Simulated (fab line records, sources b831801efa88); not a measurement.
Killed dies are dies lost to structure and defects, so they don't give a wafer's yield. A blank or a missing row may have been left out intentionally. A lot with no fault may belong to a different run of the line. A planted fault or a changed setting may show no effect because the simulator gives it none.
Lot-split experiment -- flow sky130 -- route with 708 steps; 5 lots, 23 wafers read

== ON THE SPLIT ==
At SKY_RES_PROTECT_COAT_02 (resist thk 1140 nm), the setting spin_rpm was moved away from the recipe's 3000 rpm on 10 of the 23 wafers read, by -2.0% to +7.4%. All remaining wafers had this setting at the recipe value.

The reading is taken at the split's own step.

== THE READING ==
NOVOLAK_of_RES_PROTECT_COAT_02.thk_nm (the simulator's own value, which no gauge read), in nm, at SKY_RES_PROTECT_COAT_02 (resist thk 1140 nm). The file gives no usual value for it. The 13 wafers here that ran the recipe average 1139 nm, standard deviation 3.3 nm.

wafer,"tool, chamber at the split","spin_rpm as run, rpm",against the recipe,"NOVOLAK_of_RES_PROTECT_COAT_02.thk_nm, nm",against lot-mates on the recipe
L077.2,"litho_track-04, 0",3000,recipe,1141,-
L077.3,"litho_track-04, 0",3000,recipe,1143,-
L077.5,"litho_track-04, 0",3000,recipe,1144,-
L081.1,"litho_track-04, 0",3145,+4.8%,1117,-25
L081.2,"litho_track-04, 0",3145,+4.8%,1117,-25
L081.3,"litho_track-04, 0",3000,recipe,1142,-
L081.4,"litho_track-04, 0",3000,recipe,1143,-
L081.5,"litho_track-04, 0",3000,recipe,1140,-
L080.1,"litho_track-01, 0",3000,recipe,1136,-
L080.2,"litho_track-01, 0",3221,+7.4%,1099,-38
L080.3,"litho_track-01, 0",3221,+7.4%,1095,-42
L080.5,"litho_track-01, 0",3000,recipe,1137,-
L080.6,"litho_track-01, 0",3221,+7.4%,1098,-38
L082.2,"litho_track-03, 0",3000,recipe,1135,-
L082.4,"litho_track-03, 0",3000,recipe,1135,-
L082.3,"litho_track-03, 0",3148,+4.9%,1109,-26
L082.5,"litho_track-03, 0",3148,+4.9%,1108,-27
L082.6,"litho_track-03, 0",3148,+4.9%,1113,-22
L084.1,"litho_track-01, 0",2940,-2.0%,1145,+8
L084.2,"litho_track-01, 0",3000,recipe,1135,-
L084.4,"litho_track-01, 0",2940,-2.0%,1149,+12
L084.5,"litho_track-01, 0",3000,recipe,1136,-
L084.6,"litho_track-01, 0",3000,recipe,1139,-

FIT RESULTS
A straight line over all 23 wafers: NOVOLAK_of_RES_PROTECT_COAT_02.thk_nm changes by -5.42 nm for each +1% of spin_rpm; r = -0.98; the points scatter about the line by 3.4 nm.
The same after taking each lot's own level away (the mean of its wafers on the recipe; 23 wafers): -5.22 nm for each +1%; r = -1.00; scatter 1.6 nm.
That fit puts the effect of the largest move of spin_rpm on the reading at 38 nm.
From 1135.0 to 1142.7 nm: that is the span of the lots' own levels, equal to 2.3 times the standard deviation above.
Hence the lot-to-lot level has little effect on the slope; both slopes agree.
Check: for one of the wafers moved furthest among these (+7.4%), held out of the fit, the line's prediction against its lot-mates is -38.6 nm. Against them it came out at -37.5 nm.

== OTHER SPLITS APPLIED TO THESE WAFERS ==
These wafers also went through other splits before the reading. Each is held against what the fit with the lots' levels taken away leaves over:
other split on the same wafers,wafers away from the commonest value,r with NOVOLAK_of_RES_PROTECT_COAT_02.thk_nm (lot level and that fit taken away)
SKY_VT_ADJUST_HVTR_IMPLANT_09 dose_cm2,5,+0.15
SKY_VT_ADJUST_PCH_IMPLANT_08 energy_kev,10,+0.03
SKY_SONOS_TUNNEL_DEVELOP_06 develop_time_s,9,-0.32
SKY_SONOS_ONO_OXIDATION_00 temp_c,18,+0.17

== THE WHOLE CHAIN: every reading that the file lists as answering this split, in the file's order ==
step,what it does,reading,change (the file's fit),r (the file's)
SKY_RES_PROTECT_COAT_02,resist thk 1140 nm,"NOVOLAK_of_RES_PROTECT_COAT_02.thk_nm (the simulator's own value, which no gauge read)",-5.17 nm for each +1% of the setting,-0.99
SKY_RES_PROTECT_STRIP_07,strips in O2/N2,strip_time_to_endpoint_s,withheld for each +1% of the setting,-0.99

== THE FILE'S OWN FIT ==
NOVOLAK_of_RES_PROTECT_COAT_02.thk_nm changes by -5.17 nm for each +1% of spin_rpm, r = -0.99.
